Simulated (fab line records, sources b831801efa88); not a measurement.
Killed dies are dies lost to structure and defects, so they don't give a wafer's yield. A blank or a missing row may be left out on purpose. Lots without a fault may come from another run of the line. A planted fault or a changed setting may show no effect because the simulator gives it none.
Which tool did it? | flow gf180mcu | 13 lots, 39 wafers sampled, at 3 steps of a route of 602

WHAT THE GAUGES READ, wafer by wafer
GF_M4_RS_MEAS_05: measures by four-point-probe. Usual: M4_ALCU_RS 0.0694 ohm/sq, standard deviation 0.00082.
lot  | measured     | on            | M4_ALCU_RS (ohm/sq)  | flag
L785 | day 22 11:01 | film_metro-02 | 0.0696 0.0698 0.0706 |
L786 | day 22 22:10 | film_metro-02 | 0.0694 0.0701 0.0691 |
L787 | day 23 06:31 | film_metro-04 | 0.0684 0.0686 0.0679 |
L789 | day 23 21:34 | film_metro-04 | 0.0687 0.0677 0.0691 |
L791 | day 24 15:44 | film_metro-01 | 0.0690 0.0700 0.0690 |
L792 | day 24 21:29 | film_metro-02 | 0.0696 0.0689 0.0701 |
L793 | day 25 09:29 | film_metro-01 | 0.0694 0.0695 0.0699 |
L794 | day 25 16:41 | film_metro-04 | 0.0693 0.0687 0.0694 |
L795 | day 25 21:58 | film_metro-01 | 0.0691 0.0694 0.0688 |
L799 | day 27 10:54 | film_metro-02 | 0.0699 0.0695 0.0692 |
L803 | day 28 09:02 | film_metro-01 | 0.0682 0.0688 0.0689 |
L804 | day 28 14:24 | film_metro-04 | 0.0698 0.0689 0.0700 |
L805 | day 28 22:49 | film_metro-01 | 0.0706 0.0701 0.0705 |

GF_V5_THK_MEAS_03. Usual: V5_CVD_02_THK 1455 nm, standard deviation 21.
lot  | measured     | on            | V5_CVD_02_THK (nm) | flag
L785 | day 26 06:22 | film_metro-01 | 1443 1427 1458     |
L786 | day 26 17:39 | film_metro-01 | 1465 1482 1497     |
L787 | day 26 23:54 | film_metro-04 | 1414 1449 1452     |
L789 | day 27 13:44 | film_metro-04 | 1453 1434 1454     |
L791 | day 28 06:55 | film_metro-01 | 1451 1455 1493     |
L792 | day 28 12:26 | film_metro-03 | 1433 1440 1483     |
L793 | day 28 23:13 | film_metro-01 | 1441 1472 1466     |
L794 | day 29 06:38 | film_metro-04 | 1442 1462 1459     |
L795 | day 29 10:44 | film_metro-03 | 1433 1437 1461     |
L799 | day 30 19:43 | film_metro-01 | 1423 1451 1451     |
L803 | day 31 15:50 | film_metro-04 | 1435 1471 1445     |
L804 | day 31 22:06 | film_metro-03 | 1431 1493 1437     |
L805 | day 32 03:26 | film_metro-04 | 1440 1482 1522     |

WHICH TOOL RAN EACH LOT (tool, then ch and the chambers of the sampled wafers, then the start)
lot  | GF_M4_SPUTTER_03
L785 | pvd_sputter-02, day 22 10:56
L786 | pvd_sputter-01, day 22 22:05
L787 | pvd_sputter-04, day 23 06:28
L789 | pvd_sputter-01, day 23 21:30
L791 | pvd_sputter-04, day 24 15:40
L792 | pvd_sputter-04, day 24 21:26
L793 | pvd_sputter-04, day 25 09:25
L794 | pvd_sputter-04, day 25 16:35
L795 | pvd_sputter-01, day 25 21:54
L799 | pvd_sputter-01, day 27 10:49
L803 | pvd_sputter-02, day 28 08:58
L804 | pvd_sputter-04, day 28 14:19
L805 | pvd_sputter-02, day 28 22:45
- GF_M4_SPUTTER_03: material Ti, target thk 10 nm, time 6.7 s.

WHAT THE TOOLS THEMSELVES READ (means of the sampled wafers that have a number; where no wafer has one, the mark that the record gives instead)
GF_M4_SPUTTER_03. Usual: throttle_valve_pct 30.8 %, standard deviation 0.83.
lot  | tool           | throttle_valve_pct (%) | flag
L785 | pvd_sputter-02 | 30.9                   |
L786 | pvd_sputter-01 | 30.4                   |
L787 | pvd_sputter-04 | 31.1                   |
L789 | pvd_sputter-01 | 30.3                   |
L791 | pvd_sputter-04 | 30.1                   |
L792 | pvd_sputter-04 | 31.1                   |
L793 | pvd_sputter-04 | 31.0                   |
L794 | pvd_sputter-04 | 31.0                   |
L795 | pvd_sputter-01 | 30.8                   |
L799 | pvd_sputter-01 | 30.8                   |
L803 | pvd_sputter-02 | 31.7                   |
L804 | pvd_sputter-04 | 30.7                   |
L805 | pvd_sputter-02 | 31.6                   |

THE ANSWER, worked out from the rows above alone
Rule: a lot is off if the mean of its wafers that have a number lies more than 3 standard deviations from the usual mean. A lot without any number at a reading at which 4 lots or more have one is off too. The other lots that the step has rows for count as sound. The gauges are gone through in route order, then the tools' own readings, and for those a lot's mean is taken as printed above. The first step at which some lot is off is used, and at that step the reading that is off furthest; a lot without a number counts as furthest.
No lot is off at any reading shown: from this, nothing can be told.

WHAT THE SIMULATOR HAD PUT IN
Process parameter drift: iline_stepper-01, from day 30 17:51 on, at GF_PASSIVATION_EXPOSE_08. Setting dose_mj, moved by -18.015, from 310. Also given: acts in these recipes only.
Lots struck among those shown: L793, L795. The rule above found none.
